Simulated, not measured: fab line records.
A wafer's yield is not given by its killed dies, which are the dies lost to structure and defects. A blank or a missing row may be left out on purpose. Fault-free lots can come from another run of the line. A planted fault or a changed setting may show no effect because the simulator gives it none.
fab line records	flow gf180mcu
record: lots: 12	wafers: 36	last-day: 33
route steps=602 shown M4@462 V4@480 V5@558 PASSIVATION@587
lots that met no fault: from a run of the same line without faults
start-h: hours from the record's opening day to when the first of the lot's shown wafers began	wait-h: how many hours have passed since the lot's step before this one	" identical to the entry in the row above	L1.1+2: a single row standing in for several wafers	- value missing, or start not given	* or withheld: withheld	< > ~ a bound
route shown NAME@n: a module of which the file shows steps, and the number in the route of the first	usual: mean/standard deviation taken from wafers without a fault	same: alike in all rows	chamber/n: place in a boat	sites: per-site readings	_std_site: standard deviation across them	_edge_site: mean of outer sites minus mean of inner sites	radius-mm: for every site, how far away it sits from the centre of the wafer	mask NAME#n: copy n	behind: the last tool/chamber to shape the wafer	hold: cause of the lot's hold/its duration in hours/its outcome	device: the n, p or np transistor that did not switch	end of line: at the end of the route, the tests of the same wafers	where a step has no rows: the recipe by itself	killed: not the wafer's yield, but the dies lost to structure and defects at the first sort	map: a wafer's dies, marking killed ones x, the rest . and places with no die _
set.NAME: the setting that was run; set.NAME@STEP: the one run at that earlier step	model.NAME: the simulator's own value behind a step, which no gauge read
route steps across a sampled set of lots; one table per step, one row per wafer
services: a tool's chamber out of use, with start hour (start-h, from the record's first day; less than 0 if before it), hours out, and reason
== steps ==
step: GF_M4_THK_MEAS_06
recipe: thk-meas-gauge: xrf	reads: AlCu_of_M4_SPUTTER_02
usual: M4_ALCU_THK: 441/5.4
lot.wafer	tool	chamber	start-h	wait-h	M4_ALCU_THK[nm]
L371.3	film-metro-01	-	519.34	0.1	440
L371.5	"	-	"	"	440
L371.6	"	-	"	"	438
L372.2	film-metro-01	-	526.13	0.1	440
L372.5	"	-	"	"	432
L372.6	"	-	"	"	438
L373.2	film-metro-04	-	528.79	0.1	440
L373.3	"	-	"	"	441
L373.6	"	-	"	"	442
L374.1	film-metro-03	-	538.23	0.1	449
L374.4	"	-	"	"	443
L374.5	"	-	"	"	445
L375.2	film-metro-01	-	541.99	0.1	445
L375.3	"	-	"	"	436
L375.4	"	-	"	"	440
L377.1	film-metro-03	-	572.79	0.1	442
L377.3	"	-	"	"	441
L377.4	"	-	"	"	444
L380.3	film-metro-04	-	599.05	0.1	438
L380.4	"	-	"	"	435
L380.6	"	-	"	"	437
L382.1	film-metro-04	-	604.76	0.1	445
L382.3	"	-	"	"	443
L382.4	"	-	"	"	443
L381.1	film-metro-04	-	606.41	0.1	444
L381.3	"	-	"	"	442
L381.5	"	-	"	"	444
L383.1	film-metro-04	-	610.01	0.1	450
L383.4	"	-	"	"	449
L383.5	"	-	"	"	452
L387.1	film-metro-04	-	645.66	0.1	442
L387.4	"	-	"	"	444
L387.6	"	-	"	"	445
L389.2	film-metro-04	-	662.71	0.1	439
L389.3	"	-	"	"	443
L389.6	"	-	"	"	446
step: GF_V4_CMP_04
recipe: material: SiO2	down-force-psi: 4	platen-rpm: 60	pad-velocity-m-s: 0.94248
usual: motor-current-A: 11.7/1.5	slurry-flow-ml-min: 150.0/0.47	time-to-endpoint-s: 85/5.6
lot.wafer	tool	chamber	start-h	wait-h	motor-current-A	slurry-flow-ml-min	time-to-endpoint-s
L371.3	cmp-01	2	542.69	0.1	13.1	150.2	81
L371.5	"	0	"	"	12.1	150.0	91
L371.6	"	1	"	"	12.6	149.8	88
L372.2	cmp-02	0	549.89	0.0	10.6	149.6	86
L372.5	"	0	"	"	11.0	149.4	92
L372.6	"	1	"	"	9.7	150.2	91
L373.2	cmp-01	0	552.12	0.1	12.3	149.3	75
L373.3	"	2	"	"	13.4	150.4	74
L373.6	"	3	"	"	10.7	149.7	82
L374.4	cmp-01	3	561.56	0.0	10.8	150.1	84
L374.1	"	1	"	"	12.5	150.4	82
L374.5	"	3	"	"	10.7	150.9	85
L375.3	cmp-01	2	564.83	0.0	12.9	151.3	83
L375.4	"	3	"	"	10.7	150.0	83
L375.2	"	0	"	"	11.9	149.9	86
L377.3	cmp-02	0	594.95	0.0	11.1	149.3	84
L377.1	"	1	"	"	9.5	150.8	81
L377.4	"	2	"	"	14.1	150.2	74
L380.3	cmp-01	0	620.99	0.1	12.5	150.6	86
L380.4	"	1	"	"	12.8	149.8	96
L380.6	"	3	"	"	10.3	149.8	88
L382.1	cmp-02	3	626.30	0.1	11.2	150.4	74
L382.3	"	0	"	"	10.7	150.2	89
L382.4	"	1	"	"	9.7	150.6	86
L381.1	cmp-01	2	628.03	0.1	13.7	149.8	80
L381.3	"	3	"	"	10.5	150.3	76
L381.5	"	1	"	"	12.6	149.3	91
L383.1	cmp-01	2	631.58	0.1	13.1	149.9	85
L383.4	"	3	"	"	10.3	150.3	86
L383.5	"	2	"	"	13.2	150.2	92
L387.1	cmp-02	0	665.60	0.1	10.8	149.4	79
L387.4	"	1	"	"	9.2	149.8	86
L387.6	"	1	"	"	9.5	149.4	90
L389.2	cmp-02	2	683.16	0.0	14.2	149.6	84
L389.3	"	1	"	"	9.8	151.0	88
L389.6	"	3	"	"	11.1	149.1	86
step: GF_V5_STRIP_18
recipe: chemistry: O2/N2	power-w: 1400	pressure-mtorr: 1500	platen-temp-c: 250	o2-flow-sccm: 3000	n2-flow-sccm: 300	overash-fraction: 0.5
usual: drypump-motor-current-A: 5.6/0.34	heater-power-w: 337/21	oes-product-au: 0.568/0.0051
lot.wafer	tool	chamber	start-h	wait-h	drypump-motor-current-A	heater-power-w	oes-product-au	rf-hours-counter-h
L371.3	plasma-asher-04	0	631.67	-	5.8	301	0.566	-
L371.5	"	0	"	"	5.8	313	0.567	-
L371.6	"	1	"	"	5.1	351	0.558	-
L372.2	plasma-asher-01	0	637.71	-	6.1	324	0.560	98
L372.5	"	0	"	"	6.1	325	0.562	-
L372.6	"	1	"	"	5.6	354	0.568	-
L373.2	plasma-asher-01	0	640.69	-	6.1	326	0.567	99
L373.3	"	1	"	"	5.6	348	0.568	-
L373.6	"	1	"	"	5.6	357	0.570	-
L374.1	plasma-asher-01	0	648.03	-	6.1	320	0.563	99
L374.4	"	0	"	"	6.1	332	0.559	-
L374.5	"	1	"	"	5.6	347	0.567	-
L375.2	plasma-asher-04	0	651.29	-	5.8	309	0.560	23
L375.3	"	1	"	"	5.1	335	0.561	-
L375.4	"	0	"	"	5.8	308	0.572	-
L377.1	plasma-asher-03	1	678.73	-	5.4	342	0.560	55
L377.3	"	1	"	"	5.4	336	0.568	-
L377.4	"	0	"	"	6.0	369	0.567	-
L380.3	plasma-asher-03	1	703.69	-	5.3	336	0.563	-
L380.4	"	0	"	"	6.0	362	0.574	-
L380.6	"	1	"	"	5.4	336	0.565	-
L382.1	plasma-asher-03	1	707.39	-	5.3	338	0.569	58
L382.3	"	1	"	"	5.3	334	0.564	-
L382.4	"	0	"	"	6.0	371	0.565	-
L381.1	plasma-asher-01	1	708.83	-	5.6	351	0.583	105
L381.3	"	1	"	"	5.6	347	0.571	-
L381.5	"	0	"	"	6.1	324	0.569	-
L383.1	plasma-asher-03	1	712.11	-	5.3	347	0.563	59
L383.4	"	0	"	"	6.0	369	0.568	-
L383.5	"	1	"	"	5.3	343	0.571	-
L387.1	plasma-asher-03	0	742.18	-	6.0	365	0.568	62
L387.4	"	1	"	"	5.3	339	0.573	-
L387.6	"	0	"	"	6.0	377	0.565	-
L389.2	plasma-asher-01	1	757.18	-	5.6	353	0.564	1
L389.3	"	0	"	"	6.1	333	0.573	-
L389.6	"	0	"	"	6.1	321	0.567	-
step: GF_PASSIVATION_CVD_00
recipe: material: SiO2	target-thk-nm: 1000	precursor: TEOS	temp-c: 400	time-s: 111.95	rf-w: 600
usual: heater-power-w: 630/76	run-length-s: 140.0/0.54
lot.wafer	tool	chamber	start-h	wait-h	heater-power-w	run-length-s
L371.3	pecvd-04	0	653.80	0.0	751	140.3
L371.5	"	2	"	"	756	140.6
L371.6	"	0	"	"	597	140.0
L372.2	pecvd-02	2	659.98	0.0	664	140.0
L372.5	"	0	"	"	693	139.4
L372.6	"	2	"	"	705	140.7
L373.2	pecvd-02	2	663.06	0.0	635	140.1
L373.3	"	0	"	"	629	139.4
L373.6	"	0	"	"	671	138.9
L374.1	pecvd-02	2	669.88	0.0	732	139.7
L374.4	"	0	"	"	631	139.2
L374.5	"	1	"	"	583	139.9
L375.2	pecvd-02	2	672.69	0.0	641	139.7
L375.3	"	1	"	"	575	140.0
L375.4	"	0	"	"	655	139.2
L377.1	pecvd-04	1	699.95	0.0	575	139.5
L377.3	"	2	"	"	722	141.4
L377.4	"	2	"	"	757	140.5
L380.3	pecvd-01	1	723.93	0.0	760	139.7
L380.4	"	0	"	"	661	140.6
L380.6	"	2	"	"	521	139.8
L382.1	pecvd-02	2	727.93	0.0	631	139.8
L382.3	"	0	"	"	692	139.3
L382.4	"	1	"	"	609	126.4
L381.1	pecvd-01	2	728.93	0.0	523	139.8
L381.3	"	1	"	"	759	139.7
L381.5	"	1	"	"	630	139.6
L383.1	pecvd-02	2	732.14	0.0	571	140.0
L383.4	"	0	"	"	549	140.1
L383.5	"	1	"	"	549	126.3
L387.1	pecvd-04	0	760.45	0.0	669	140.4
L387.4	"	2	"	"	736	141.1
L387.6	"	0	"	"	714	140.2
L389.2	pecvd-01	2	775.10	0.0	528	140.0
L389.3	"	1	"	"	745	139.7
L389.6	"	0	"	"	538	140.9
step: GF_PASSIVATION_THK_MEAS_01
recipe: reads: SiO2_of_PASSIVATION_CVD_00
usual: PASSIVATION_CVD_00_THK: 995/12
lot.wafer	tool	chamber	start-h	wait-h	PASSIVATION_CVD_00_THK[nm]
L371.3	film-metro-01	-	653.90	0.1	986
L371.5	"	-	"	"	1003
L371.6	"	-	"	"	993
L372.2	film-metro-01	-	660.07	0.0	985
L372.5	"	-	"	"	992
L372.6	"	-	"	"	991
L373.2	film-metro-01	-	663.15	0.0	991
L373.3	"	-	"	"	996
L373.6	"	-	"	"	1009
L374.1	film-metro-03	-	669.96	0.0	989
L374.4	"	-	"	"	1007
L374.5	"	-	"	"	1005
L375.2	film-metro-01	-	672.78	0.0	997
L375.3	"	-	"	"	980
L375.4	"	-	"	"	1000
L377.1	film-metro-03	-	700.03	0.0	993
L377.3	"	-	"	"	973
L377.4	"	-	"	"	1001
L380.3	film-metro-02	-	724.03	0.1	982
L380.4	"	-	"	"	1007
L380.6	"	-	"	"	997
L382.1	film-metro-02	-	728.01	0.0	981
L382.3	"	-	"	"	969
L382.4	"	-	"	"	876
L381.1	film-metro-03	-	729.01	0.0	986
L381.3	"	-	"	"	987
L381.5	"	-	"	"	1009
L383.1	film-metro-01	-	732.22	0.0	990
L383.4	"	-	"	"	996
L383.5	"	-	"	"	888
L387.1	film-metro-03	-	760.53	0.0	979
L387.4	"	-	"	"	974
L387.6	"	-	"	"	998
L389.2	film-metro-02	-	775.19	0.0	996
L389.3	"	-	"	"	993
L389.6	"	-	"	"	1017
== services ==
tool	chamber	start-h	hours	kind
cmp-01	-	522.86	3.8	pm
cmp-02	-	542.64	2.3	repair
plasma-asher-03	-	569.47	8.8	repair
cmp-02	-	572.10	4.0	pm
pecvd-04	-	585.72	0.4	repair
pecvd-02	-	589.09	1.9	repair
pecvd-02	-	590.45	3.1	repair
pecvd-04	-	591.12	14.0	pm
cmp-02	-	591.76	0.2	repair
pecvd-01	-	592.02	1.2	repair
cmp-02	-	597.28	11.3	repair
pecvd-01	1	604.94	4.0	repair
cmp-02	-	607.54	2.5	repair
pecvd-02	2	625.79	18.6	repair
plasma-asher-03	-	634.90	6.2	pm
cmp-01	-	642.70	2.3	repair
cmp-02	-	694.06	1.0	repair
cmp-01	-	709.55	3.5	repair
cmp-02	-	714.24	2.5	repair
cmp-02	-	719.33	1.7	repair
plasma-asher-01	-	733.75	9.0	pm
cmp-01	-	744.53	4.0	pm
pecvd-02	-	754.34	0.7	repair
cmp-02	-	773.22	4.9	pm
== key ==
first-sign: step: GF_PASSIVATION_CVD_00	reading: run-length-s	direction: down	sigmas: 25	usual: *	struck: *
effect: step: GF_PASSIVATION_THK_MEAS_01	reading: PASSIVATION_CVD_00_THK	direction: down	sigmas: 9.3	usual: 995	struck: 882
met-at GF_PASSIVATION_CVD_00
struck-lots L382,L383
struck-wafers L382.4,L383.5
not-acting-at GF_M4_THK_MEAS_06,GF_V4_CMP_04,GF_V5_STRIP_18
onset-between 672.69 727.93
fault: kind: process-parameter-drift	tool: pecvd-02	chamber: 1	onset-h: 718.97	steps: GF_PASSIVATION_CVD_00	channel: time-s	offset: *	shape: step	end-h: 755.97	acts-in: *	stated: *
